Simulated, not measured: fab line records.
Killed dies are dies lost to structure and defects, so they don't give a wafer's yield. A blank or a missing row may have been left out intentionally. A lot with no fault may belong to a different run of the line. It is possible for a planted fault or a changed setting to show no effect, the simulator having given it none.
Matching of chambers	flow gf180mcu	rie-diel-01 running GF_M5_ETCH_09: 4 sister chambers
The step etches Si3N4 in CF4/O2, target depth 52 nm, time 11.6 s. 8 wafers are shown with their chamber, then 8 later ones without.

WAFERS, EACH WITH ITS CHAMBER
wafer	chamber	throttle-valve-pct (%)	oes-product-au (a.u.)
L076.2	2	5.980	1.018
L077.2	3	5.965	1.001
L077.6	1	5.972	1.005
L081.6	1	5.973	1.010
L083.1	0	5.973	0.993
L083.3	3	5.947	1.005
L083.4	0	5.973	1.009
L084.1	2	5.980	1.004

WAFERS WITHOUT THEIR CHAMBER
wafer	throttle-valve-pct (%)	oes-product-au (a.u.)
L084.3	5.977	0.993
L084.5	5.960	1.009
L088.2	5.976	1.001
L088.3	5.963	1.013
L088.5	5.972	1.009
L095.1	5.971	1.010
L095.2	5.978	1.002
L095.3	5.987	1.001

WHICH CHAMBER EACH ONE RAN IN
wafer	from the rows above	in truth
L084.3	can't be placed: 0 or 1 or 2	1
L084.5	can't be placed: 3 or 1 or 0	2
L088.2	can't be placed: 0 or 1 or 2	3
L088.3	can't be placed: 1 or 3 or 0 or 2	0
L088.5	can't be placed: 1 or 0 or 2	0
L095.1	can't be placed: 1 or 0 or 2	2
L095.2	can't be placed: 0 or 1 or 2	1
L095.3	can't be placed: 2 or 0 or 1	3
Correct placement for 0 of the 8. Not placeable from these rows: 8 (in 5, the candidates include the true chamber). Placed wrongly: 0.
How it was worked out, from the rows above alone: a wafer's distance from a chamber is the root of the sum, over the readings, of the square of ((its reading less the chamber's mean) divided by the reading's scatter). The wafer belongs to the nearest chamber; if the next one is less than 2 further off, it can't be placed. For every chamber, the mean is computed from those of its wafers that are shown. The scatter: take each reading less its chamber's mean, square it, sum over the shown wafers, divide by the number of wafers less the number of chambers, and take the root.
